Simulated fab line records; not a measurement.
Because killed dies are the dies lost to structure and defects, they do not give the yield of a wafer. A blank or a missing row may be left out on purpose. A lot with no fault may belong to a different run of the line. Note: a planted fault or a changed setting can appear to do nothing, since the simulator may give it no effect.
Which of the tools did it? | flow gf180mcu | 6 lots, 18 wafers sampled, at 2 steps of a route of 602

== WHAT EACH GAUGE READ, for each wafer ==
GF_V4_THK_MEAS_25: measures by xrf.
lot  | measured     | on           | V4_W_THK (nm)
L320 | day 25 13:11 | filmMetro-04 | 346 348 344
L322 | day 25 17:49 | filmMetro-02 | 345 355 354
L328 | day 27 20:07 | filmMetro-04 | 346 351 342
L334 | day 29 19:52 | filmMetro-04 | 347 347 346
L337 | day 30 08:59 | filmMetro-04 | 356 355 358
L340 | day 31 03:17 | filmMetro-01 | 354 350 356

== WHICH TOOL RAN EACH LOT (tool, then ch and the chambers of the sampled wafers, then the start) ==
lot  | GF_M1_SPUTTER_02
L320 | pvdSputter-04, day 17 01:28
L322 | pvdSputter-04, day 17 13:20
L328 | pvdSputter-02, day 20 00:17
L334 | pvdSputter-02, day 22 07:28
L337 | pvdSputter-03, day 23 00:51
L340 | pvdSputter-04, day 23 21:38
- GF_M1_SPUTTER_02: material AlCu, target thk 450 nm, time 23.9 s.

== THE ANSWER, worked out from the rows above alone ==
Rule: usual is defined by the lots themselves. Put in order of their means at a reading, lots are off if they are a third of the lots or fewer, leave a main group of 4 or more, and stand apart from it by a gap of 3 or more times the standard deviation of the main group's means; of several such gaps the widest counts. The tables above print the reading to a certain number of digits; a main group whose means all agree to those digits is not used. A lot without any number at a reading at which 4 lots or more have one is off too. The other lots that the step has rows for count as sound.
Nothing can be told from this: no lot is off at any reading shown.

== WHAT HAD BEEN PUT IN BY THE SIMULATOR ==
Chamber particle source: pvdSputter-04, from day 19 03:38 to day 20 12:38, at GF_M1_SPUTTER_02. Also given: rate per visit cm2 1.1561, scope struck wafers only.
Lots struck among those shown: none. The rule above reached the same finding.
